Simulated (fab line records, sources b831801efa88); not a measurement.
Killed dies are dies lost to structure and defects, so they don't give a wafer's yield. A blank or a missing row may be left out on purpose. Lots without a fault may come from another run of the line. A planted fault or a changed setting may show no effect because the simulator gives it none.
Split-lot experiment | flow sfq_line | 5 lots, 27 wafers read, on a route of 325 steps

THE SPLIT
At SFQ_TRILAYER_M0_DEP_SPUTTER_019 (material Nb, target thk 200 nm, time 133.3 s), the setting time_s was moved away from the recipe's 133.3 s on 12 of the 27 wafers read, by +19.1% to +43.8%. The other wafers ran this setting at the recipe's value.

FROM THE SPLIT TO THE READING: what the file shows between them, 3 steps
- SFQ_M0_RS_MEAS_904: measures by four-point-probe
- SFQ_TRILAYER_M0_LITHO_COAT_026: resist thk 62 nm
- SFQ_TRILAYER_M0_BARC_OPEN_METAL_ETCH_031: etches BARC in O2, target depth 125 nm, time 41.7 s

THE READING
oes_product_au, in a.u., at SFQ_TRILAYER_M0_ETCH_METAL_ETCH_024 (etches Nb in Cl2/Ar, stops on SiO2, target depth 240 nm, time 120 s). Fault-free wafers of this fab line usually give 0.894 a.u., standard deviation 0.0065 a.u..

wafer  | tool, chamber at the split | time_s as run, s | against the recipe | oes_product_au, a.u. | against lot-mates on the recipe
L074.1 | pvd_sputter-04, -          | 172.7            | +29.6%             | 0.985                | +0.096
L074.2 | pvd_sputter-04, -          | 133.3            | recipe             | 0.886                | -
L074.3 | pvd_sputter-04, -          | 133.3            | recipe             | 0.889                | -
L074.4 | pvd_sputter-04, -          | 133.3            | recipe             | 0.891                | -
L074.5 | pvd_sputter-04, -          | 172.7            | +29.6%             | 0.996                | +0.107
L074.6 | pvd_sputter-04, -          | 172.7            | +29.6%             | 0.989                | +0.100
L077.1 | pvd_sputter-06, -          | 133.3            | recipe             | 0.894                | -
L077.3 | pvd_sputter-06, -          | 133.3            | recipe             | 0.899                | -
L077.4 | pvd_sputter-06, -          | 133.3            | recipe             | 0.894                | -
L080.1 | pvd_sputter-05, -          | 158.7            | +19.1%             | 0.979                | +0.089
L080.2 | pvd_sputter-05, -          | 133.3            | recipe             | 0.881                | -
L080.3 | pvd_sputter-05, -          | 133.3            | recipe             | 0.896                | -
L080.4 | pvd_sputter-05, -          | 158.7            | +19.1%             | 0.980                | +0.090
L080.5 | pvd_sputter-05, -          | 133.3            | recipe             | 0.892                | -
L080.6 | pvd_sputter-05, -          | 158.7            | +19.1%             | 0.981                | +0.091
L081.1 | pvd_sputter-04, -          | 133.3            | recipe             | 0.893                | -
L081.2 | pvd_sputter-04, -          | 133.3            | recipe             | 0.884                | -
L081.3 | pvd_sputter-04, -          | 133.3            | recipe             | 0.894                | -
L081.4 | pvd_sputter-04, -          | 191.7            | +43.8%             | 0.989                | +0.099
L081.5 | pvd_sputter-04, -          | 191.7            | +43.8%             | 1.001                | +0.111
L081.6 | pvd_sputter-04, -          | 191.7            | +43.8%             | 0.999                | +0.109
L085.1 | pvd_sputter-04, -          | 165.8            | +24.4%             | 0.999                | +0.109
L085.2 | pvd_sputter-04, -          | 165.8            | +24.4%             | 0.988                | +0.098
L085.3 | pvd_sputter-04, -          | 133.3            | recipe             | 0.896                | -
L085.4 | pvd_sputter-04, -          | 133.3            | recipe             | 0.887                | -
L085.5 | pvd_sputter-04, -          | 133.3            | recipe             | 0.888                | -
L085.6 | pvd_sputter-04, -          | 165.8            | +24.4%             | 1.004                | +0.114

THE FIT
A straight line over all 27 wafers: oes_product_au changes by +0.00297 a.u. for each +1% of time_s; r = +0.94; the points scatter about the line by 0.018 a.u..
The same after taking each lot's own level away (the mean of its wafers on the recipe; 27 wafers): +0.003 a.u. for each +1%; r = +0.94; scatter 0.019 a.u..
On that fit, the largest move of time_s shifts the reading by 0.13 a.u..
The lots' own levels span 0.8887 to 0.8957 a.u., that is 1.1 times the standard deviation above.
So the lot-to-lot level changes the slope little: the two slopes agree.
Check: with one of the wafers moved furthest among these (+43.8%) left out of the fit, the line predicts +0.146 a.u. for it against its lot-mates. It came out at +0.0987 a.u. against them.

OTHER SPLITS ON THESE WAFERS
These wafers also went through other splits before the reading. Each is held against what the fit with the lots' levels taken away leaves over:
other split on the same wafers                  | wafers away from the commonest value | r with oes_product_au (lot level and that fit taken away)
SFQ_TRILAYER_L0_BARC_OPEN_METAL_ETCH_010 time_s | 12                                   | -0.37

THE WHOLE CHAIN: every reading that the file lists as answering this split, in the file's order
step                                | what it does                                                        | reading                                                                                   | change (the file's fit)                  | r (the file's)
SFQ_TRILAYER_M0_DEP_SPUTTER_019     | material Nb, target thk 200 nm, time 133.3 s                        | Nb_of_TRILAYER_M0_DEP_SPUTTER_019.thk_nm (the simulator's own value, which no gauge read) | +2.01 nm for each +1% of the setting     | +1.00
SFQ_M0_RS_MEAS_904                  | measures by four-point-probe                                        | M0_NB_RS                                                                                  | -0.00675 for each +1% of the setting     | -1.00
SFQ_TRILAYER_M0_ETCH_METAL_ETCH_024 | etches Nb in Cl2/Ar, stops on SiO2, target depth 240 nm, time 120 s | oes_product_au                                                                            | +0.0032 a.u. for each +1% of the setting | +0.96
SFQ_M8_BOW_MEAS_951                 |                                                                     | etest.m0.ohm_sq (the simulator's own value, which no gauge read)                          | -0.00668 for each +1% of the setting     | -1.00

THE FILE'S OWN FIT
oes_product_au changes by +0.0032 a.u. for each +1% of time_s, r = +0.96.
